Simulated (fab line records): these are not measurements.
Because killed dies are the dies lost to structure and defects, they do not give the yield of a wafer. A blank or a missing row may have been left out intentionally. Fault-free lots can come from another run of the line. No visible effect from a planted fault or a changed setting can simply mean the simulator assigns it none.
Check of tool commonality | flow sky130 | 12 lots, 42 wafers sampled

WHY THIS WAS OPENED
Of 12 lots, 2 have the reading POLY_GATE_CVD_03_THK flagged at SKY_POLY_GATE_THK_MEAS_04. Fault-free wafers read 74.9 nm, with a standard deviation of 0.68.
Rule: a lot gets a flag if all its wafers with a number sit over 4 standard deviations from that mean, or if no wafer of it has a number. The rest of the lots are taken to be sound.

lot  | measured     | on            | POLY_GATE_CVD_03_THK (nm), wafer by wafer | flag
L625 | day 15 07:01 | film metro-02 | 75.3 75.5 75.7                            |
L628 | day 16 09:51 | film metro-01 | 73.4 73.8 73.7                            |
L630 | day 17 03:59 | film metro-01 | 76.3 76.3 75.9                            |
L632 | day 17 18:35 | film metro-01 | 41.9 41.7 42.0 41.9 41.6 42.0             | FLAGGED
L633 | day 17 23:23 | film metro-02 | 42.1 42.6 42.8 42.2 42.7 42.8             | FLAGGED
L640 | day 21 01:38 | film metro-02 | 74.5 75.8 74.4                            |
L642 | day 21 12:44 | film metro-04 | 75.2 75.3 75.0                            |
L643 | day 21 19:35 | film metro-02 | 74.0 73.9 74.4                            |
L644 | day 22 08:23 | film metro-01 | 74.8 73.7 74.8                            |
L645 | day 22 11:58 | film metro-02 | 74.7 75.0 75.1                            |
L646 | day 22 22:26 | film metro-02 | 74.8 74.7 74.2                            |
L647 | day 23 01:40 | film metro-02 | 74.5 74.5 74.7                            |
The mean of the flagged lots' numbers is 42.2 nm, -32.7 nm from the usual (-48 standard deviations).

LOT BY LOT: THE TOOL USED
Before the reading, the record contains 2 process steps out of a 708-step route. Cell contents, in order: the tool; ch with the chambers the sampled wafers went through; the start.
lot  | flag    | SKY_VT_ADJUST_NCORE_STRIP_10         | SKY_POLY_GATE_CVD_03
L625 |         | plasma asher-01 ch 0,1, day 8 14:25  | lpcvd-02 ch 0, day 15 05:40
L628 |         | plasma asher-01 ch 0,1, day 9 14:07  | lpcvd-02 ch 1, day 16 08:29
L630 |         | plasma asher-02 ch 0, day 10 00:52   | lpcvd-02 ch 0, day 17 01:57
L632 | FLAGGED | plasma asher-02 ch 0,1, day 10 13:26 | lpcvd-02 ch 1, day 17 17:14
L633 | FLAGGED | plasma asher-01 ch 0,1, day 10 18:52 | lpcvd-02 ch 0, day 17 22:01
L640 |         | plasma asher-01 ch 0,1, day 13 06:07 | lpcvd-02 ch 0, day 21 00:16
L642 |         | plasma asher-02 ch 0,1, day 13 15:07 | lpcvd-02 ch 1, day 21 11:22
L643 |         | plasma asher-01 ch 0,1, day 13 22:26 | lpcvd-02 ch 0, day 21 18:13
L644 |         | plasma asher-01 ch 0,1, day 14 09:34 | lpcvd-02 ch 1, day 22 06:19
L645 |         | plasma asher-01 ch 0,1, day 14 15:32 | lpcvd-02 ch 0, day 22 10:37
L646 |         | plasma asher-01 ch 0,1, day 14 22:22 | lpcvd-02 ch 0, day 22 21:04
L647 |         | plasma asher-03 ch 0,1, day 15 04:23 | lpcvd-02 ch 0, day 23 00:18
These steps, and what they do:
- SKY_VT_ADJUST_NCORE_STRIP_10: strips in O2/N2.
- SKY_POLY_GATE_CVD_03: deposits Si3N4 from DCS/NH3, target thk 75 nm, time 1290 s.
- SKY_POLY_GATE_THK_MEAS_04

FLAGGED AGAINST TOTAL, ONE TOOL AT A TIME (gauges that did the reading follow at the end)
step                         | tool            | lots run | flagged | share of the flagged lots | sound lots run after its first flagged lot
SKY_VT_ADJUST_NCORE_STRIP_10 | plasma asher-01 | 8        | 1       | some                      | 5 (L640,L643,L644,L645,L646)
SKY_VT_ADJUST_NCORE_STRIP_10 | plasma asher-02 | 3        | 1       | some                      | 1 (L642)
SKY_VT_ADJUST_NCORE_STRIP_10 | plasma asher-03 | 1        | 0       | none                      | -
SKY_POLY_GATE_CVD_03         | lpcvd-02        | 12       | 2       | all                       | 7 (L640,L642,L643,L644,L645,L646,L647)
SKY_POLY_GATE_THK_MEAS_04    | film metro-01   | 4        | 1       | some                      | 1 (L644)
SKY_POLY_GATE_THK_MEAS_04    | film metro-02   | 7        | 1       | some                      | 5 (L640,L643,L645,L646,L647)
SKY_POLY_GATE_THK_MEAS_04    | film metro-04   | 1        | 0       | none                      | -

WHAT IS ALLOWED BY THE TABLE
All flagged lots share 1 row of the table, namely lpcvd-02 at SKY_POLY_GATE_CVD_03.
- lpcvd-02 at SKY_POLY_GATE_CVD_03 ran 12 lots, 2 of them flagged. After the first flagged lot (L640, L642, L643, L644, L645, L646, L647), sound lots still ran on it; a lasting fault on the whole tool would not permit that.
No row of the table ran every flagged lot and no sound lot after the first.

WHAT THE SIMULATOR HAD PUT IN
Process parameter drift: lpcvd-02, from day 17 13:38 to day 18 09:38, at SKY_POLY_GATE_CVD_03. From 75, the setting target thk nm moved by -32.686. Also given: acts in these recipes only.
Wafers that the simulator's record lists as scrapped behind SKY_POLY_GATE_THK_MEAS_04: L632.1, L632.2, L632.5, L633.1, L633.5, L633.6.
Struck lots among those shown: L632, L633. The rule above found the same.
